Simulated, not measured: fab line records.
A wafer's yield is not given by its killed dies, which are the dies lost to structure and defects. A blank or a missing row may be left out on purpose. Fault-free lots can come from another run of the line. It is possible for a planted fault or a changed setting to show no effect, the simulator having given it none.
Which tool was responsible? | flow gf180mcu | 13 lots with 39 wafers sampled at 5 steps, on a route of 602 steps

## WHAT THE GAUGES READ, wafer by wafer
GF_STI_BOW_MEAS_00. Usual: INCOMING_BOW gives 0 um (standard deviation 6.9).
lot  | measured    | on            | INCOMING_BOW (um) | flag
L591 | day 1 15:04 | film metro-02 | -2 -6 1           |
L592 | day 1 20:01 | film metro-03 | -7 6 5            |
L593 | day 2 01:01 | film metro-02 | -3 -9 -5          |
L595 | day 2 11:01 | film metro-03 | 5 -3 -3           |
L596 | day 2 16:00 | film metro-01 | -7 -1 5           |
L603 | day 4 03:01 | film metro-01 | 11 -7 -8          |
L604 | day 4 08:00 | film metro-03 | 13 10 0           |
L605 | day 4 13:00 | film metro-02 | -8 -5 4           |
L606 | day 4 18:00 | film metro-03 | 1 4 1             |
L607 | day 4 23:01 | film metro-01 | 8 8 4             |
L609 | day 5 09:01 | film metro-02 | 14 -4 5           |
L611 | day 5 19:01 | film metro-01 | 7 -9 -2           |
L613 | day 6 05:00 | film metro-03 | -1 0 3            |

GF_PSD_RS_MEAS_14: the measuring method here is four-point-probe. Usual: NSD_RS gives 46.19 ohm/sq (standard deviation 0.096).
lot  | measured     | on            | NSD_RS (ohm/sq)   | flag
L591 | day 14 10:20 | film metro-01 | 46.27 46.26 46.27 |
L592 | day 14 21:33 | film metro-04 | 46.20 46.12 46.06 |
L593 | day 15 03:24 | film metro-03 | 46.27 46.29 46.23 |
L595 | day 15 19:53 | film metro-04 | 46.14 43.27 43.47 | OFF
L596 | day 16 06:47 | film metro-03 | 43.43 46.30 46.19 | OFF
L603 | day 19 02:31 | film metro-04 | 46.27 46.21 46.23 |
L604 | day 19 10:56 | film metro-03 | 46.18 46.23 46.37 |
L605 | day 19 23:13 | film metro-03 | 46.09 46.16 46.09 |
L606 | day 20 08:08 | film metro-03 | 46.16 46.28 46.23 |
L607 | day 20 19:28 | film metro-04 | 46.08 46.04 46.17 |
L609 | day 21 09:59 | film metro-01 | 46.36 46.31 46.26 |
L611 | day 22 00:13 | film metro-01 | 46.20 46.17 46.19 |
L613 | day 22 08:35 | film metro-03 | 46.24 46.26 46.28 |

GF_PSD_RS_MEAS_15: the measuring method here is four-point-probe. Usual: PSD_RS gives 108.7 ohm/sq (standard deviation 0.32).
lot  | measured     | on            | PSD_RS (ohm/sq)   | flag
L591 | day 14 10:28 | film metro-01 | 109.0 109.0 109.0 |
L592 | day 14 21:40 | film metro-04 | 108.4 108.4 108.2 |
L593 | day 15 03:31 | film metro-03 | 109.0 108.9 108.7 |
L595 | day 15 20:00 | film metro-04 | 108.4 103.1 103.3 | OFF
L596 | day 16 06:55 | film metro-03 | 103.5 108.7 109.0 | OFF
L603 | day 19 02:38 | film metro-04 | 109.0 108.9 109.0 |
L604 | day 19 11:04 | film metro-03 | 108.6 108.6 108.8 |
L605 | day 19 23:20 | film metro-03 | 108.0 108.2 108.3 |
L606 | day 20 08:16 | film metro-03 | 108.6 109.0 109.1 |
L607 | day 20 19:35 | film metro-04 | 108.1 108.4 108.3 |
L609 | day 21 10:07 | film metro-01 | 109.2 109.0 108.9 |
L611 | day 22 00:20 | film metro-01 | 108.5 108.8 108.9 |
L613 | day 22 08:43 | film metro-03 | 108.6 109.0 109.0 |

GF_V1_BOW_MEAS_05. Usual: V1_BOW gives 81 um (standard deviation 7.9).
lot  | measured     | on            | V1_BOW (um) | flag
L591 | day 17 07:14 | film metro-03 | 80 76 85    |
L592 | day 17 18:09 | film metro-03 | 77 92 90    |
L593 | day 18 01:20 | film metro-01 | 74 71 73    |
L595 | day 18 20:42 | film metro-03 | 89 82 83    |
L596 | day 19 09:44 | film metro-03 | 79 83 89    |
L603 | day 22 06:46 | film metro-01 | 96 77 76    |
L604 | day 22 15:01 | film metro-01 | 91 90 79    |
L605 | day 23 01:56 | film metro-03 | 73 77 85    |
L606 | day 23 11:14 | film metro-02 | 77 80 78    |
L607 | day 23 22:08 | film metro-01 | 84 83 78    |
L609 | day 24 11:29 | film metro-01 | 95 78 86    |
L611 | day 25 00:25 | film metro-03 | 81 64 72    |
L613 | day 25 08:40 | film metro-02 | 81 80 85    |

## TOOL THAT RAN EACH LOT (tool first, then ch and the chambers of the sampled wafers, then the start)
lot  | GF_PSD_RTA_13
L591 | rtp anneal-02 ch 0, day 14 10:14
L592 | rtp anneal-01 ch 0, day 14 21:28
L593 | rtp anneal-01 ch 0, day 15 03:19
L595 | rtp anneal-01 ch 0, day 15 19:43
L596 | rtp anneal-01 ch 0, day 16 06:43
L603 | rtp anneal-01 ch 0, day 19 02:25
L604 | rtp anneal-01 ch 0, day 19 10:52
L605 | rtp anneal-01 ch 0, day 19 23:08
L606 | rtp anneal-01 ch 0, day 20 08:04
L607 | rtp anneal-01 ch 0, day 20 19:22
L609 | rtp anneal-02 ch 0, day 21 09:54
L611 | rtp anneal-02 ch 0, day 22 00:07
L613 | rtp anneal-02 ch 0, day 22 08:31
- GF_PSD_RTA_13: time 20 s.

## WHAT THE TOOLS THEMSELVES READ (means of the sampled wafers that have a number; where no wafer has one, the mark that the record gives instead)
GF_PSD_RTA_13. Usual: lamp power pct 38.0 %, standard deviation 0.84; run length s 49.1 s, standard deviation 0.5; wafer_temp_C_max 1030.0, standard deviation 1.
lot  | tool          | lamp power pct (%) | run length s (s) | wafer_temp_C_max | flag
L591 | rtp anneal-02 | 39.2               | 48.7             | 1030.7           |
L592 | rtp anneal-01 | 37.5               | 49.2             | 1029.8           |
L593 | rtp anneal-01 | 37.4               | 49.0             | 1028.4           |
L595 | rtp anneal-01 | 37.5               | 60.6             | 1030.6           | OFF
L596 | rtp anneal-01 | 37.5               | 53.8             | 1029.6           | OFF
L603 | rtp anneal-01 | 37.5               | 49.0             | 1029.8           |
L604 | rtp anneal-01 | 37.4               | 48.9             | 1030.6           |
L605 | rtp anneal-01 | 37.5               | 49.0             | 1030.0           |
L606 | rtp anneal-01 | 37.4               | 49.3             | 1030.5           |
L607 | rtp anneal-01 | 37.4               | 49.1             | 1029.9           |
L609 | rtp anneal-02 | 39.3               | 48.8             | 1029.0           |
L611 | rtp anneal-02 | 39.2               | 48.9             | 1030.3           |
L613 | rtp anneal-02 | 39.3               | 48.8             | 1029.8           |

## THE ANSWER, worked out from the rows above alone
Rule: a lot counts as off when the mean over its wafers that have a number is more than 3 standard deviations away from the usual mean. A lot without any number at a reading at which 4 lots or more have one is off too. The other lots that the step has rows for count as sound. After the gauges, taken in route order, come the tools' own readings; for these a lot's mean is taken, as printed above. The first step at which some lot is off is used, and at that step the reading that is off furthest; a lot without a number counts as furthest.
Off: L595, L596, seen at GF_PSD_RS_MEAS_14 (NSD_RS).
If a tool, at a process step before that reading, ran all the lots that are off and no sound lot after the first of them, it fits. The gauges at GF_PSD_RS_MEAS_14 aren't tried: what is off there is off at GF_PSD_RTA_13 too, on other tools, and a gauge's error can't cause that. None of those tried fits.

## WHAT HAD BEEN PUT IN BY THE SIMULATOR
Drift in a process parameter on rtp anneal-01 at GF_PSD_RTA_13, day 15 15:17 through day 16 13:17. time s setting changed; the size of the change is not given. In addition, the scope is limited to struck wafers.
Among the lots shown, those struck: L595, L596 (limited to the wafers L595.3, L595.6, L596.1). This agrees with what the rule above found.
